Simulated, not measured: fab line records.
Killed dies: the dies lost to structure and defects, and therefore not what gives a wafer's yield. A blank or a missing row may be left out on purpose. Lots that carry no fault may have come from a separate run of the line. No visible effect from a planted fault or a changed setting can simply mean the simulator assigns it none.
The same fault as seen by 2 desks	flow sky130	what lay behind the numbers comes last; until then each desk has only its own

== TOOL OWNER'S DESK, implanter-03 ==
The tool's own readings at SKY_VT_ADJUST_NCORE_IMPLANT_09, given as means over the sampled wafers that have a number, one for each lot that went through this tool. Marked OUT: a lot whose mean sits more than 4 standard deviations from the usual mean, which makes it out of limits; the brackets give that distance.
Columns: A = beamOnS at SKY_VT_ADJUST_NCORE_IMPLANT_09, usual 10.02 s; B = endStationPressureTorr at SKY_VT_ADJUST_NCORE_IMPLANT_09, usual 5.03e-06 Torr; C = faradayCurrentUA at SKY_VT_ADJUST_NCORE_IMPLANT_09, usual 13.52
lot	first seen here	A	B	C
L562	day 8 21:28	9.80	5.17e-06	13.79
L564	day 9 12:17	10.08	5.14e-06	13.45
L566	day 10 07:17	10.11	5.07e-06	13.41
L569	day 10 16:28	10.10	5.11e-06	13.38
L570	day 11 00:01	10.05	5.16e-06	13.46
L571	day 11 05:53	9.95	5.40e-06	13.62
L580	day 13 17:29	12.35 (+11) OUT	1.05e-04 (+99 or more) OUT	11.07 (-8.8) OUT
L581	day 14 05:31	12.47 (+12) OUT	1.02e-04 (+99 or more) OUT	11.00 (-9.0) OUT
L582	day 14 12:08	12.38 (+11) OUT	1.06e-04 (+99 or more) OUT	11.03 (-8.9) OUT
This desk finds L580, L581, L582 out of limits, L580 being first, at day 13 17:29 (beamOnS at SKY_VT_ADJUST_NCORE_IMPLANT_09). Within limits: L562, L564, L566, L569, L570, L571.

== THE METROLOGY DESK ==
Lot by lot, what the gauges showed, no matter which tool ran the lot: averages of those sampled wafers that carry a number. Marked OUT: a lot whose mean sits more than 4 standard deviations from the usual mean, which makes it out of limits; the brackets give that distance.
Columns: A = VT_ADJUST_NCORE_TW at SKY_VT_ADJUST_NCORE_TW_MEAS_11, usual 219.6
lot	first seen here	A
L562	day 8 21:42	219.6
L564	day 9 12:32	220.8
L565	day 9 13:14	219.7
L566	day 10 07:30	217.4
L568	day 10 16:24	220.0
L569	day 10 16:42	217.1
L570	day 11 00:16	220.7
L571	day 11 06:06	220.7
L572	day 11 18:48	217.8
L573	day 11 20:38	219.9
L580	day 13 17:43	234.0 (+11) OUT
L581	day 14 05:43	233.7 (+11) OUT
L582	day 14 12:22	232.8 (+10) OUT
L583	day 14 18:12	219.6
L584	day 14 21:40	220.0
Per this desk, out of limits: L580, L581, L582; the first was L580, day 13 17:43 (VT_ADJUST_NCORE_TW at SKY_VT_ADJUST_NCORE_TW_MEAS_11). Within limits: L562, L564, L565, L566, L568, L569, L570, L571, L572, L573, L583, L584.

== ALL TOGETHER ==
The tool owner's desk could have raised an alarm at day 13 17:29, on L580, L581, L582.
An alarm was possible from the metrology desk at day 13 17:43, on L580, L581, L582.
The lots listed all ran SKY_VT_ADJUST_NCORE_IMPLANT_09 on implanter-03.

== WHAT THE SIMULATOR HAD INSERTED ==
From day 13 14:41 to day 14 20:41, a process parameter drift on implanter-03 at SKY_VT_ADJUST_NCORE_IMPLANT_09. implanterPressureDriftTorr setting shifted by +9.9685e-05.
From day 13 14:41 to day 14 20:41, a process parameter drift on implanter-03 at SKY_VT_ADJUST_NCORE_IMPLANT_09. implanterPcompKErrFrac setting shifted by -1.
Lots struck among those shown: L580, L581, L582.
Time in hours from fault onset to the first out-of-limits reading at each desk: tool owner's desk 3, metrology desk 3.
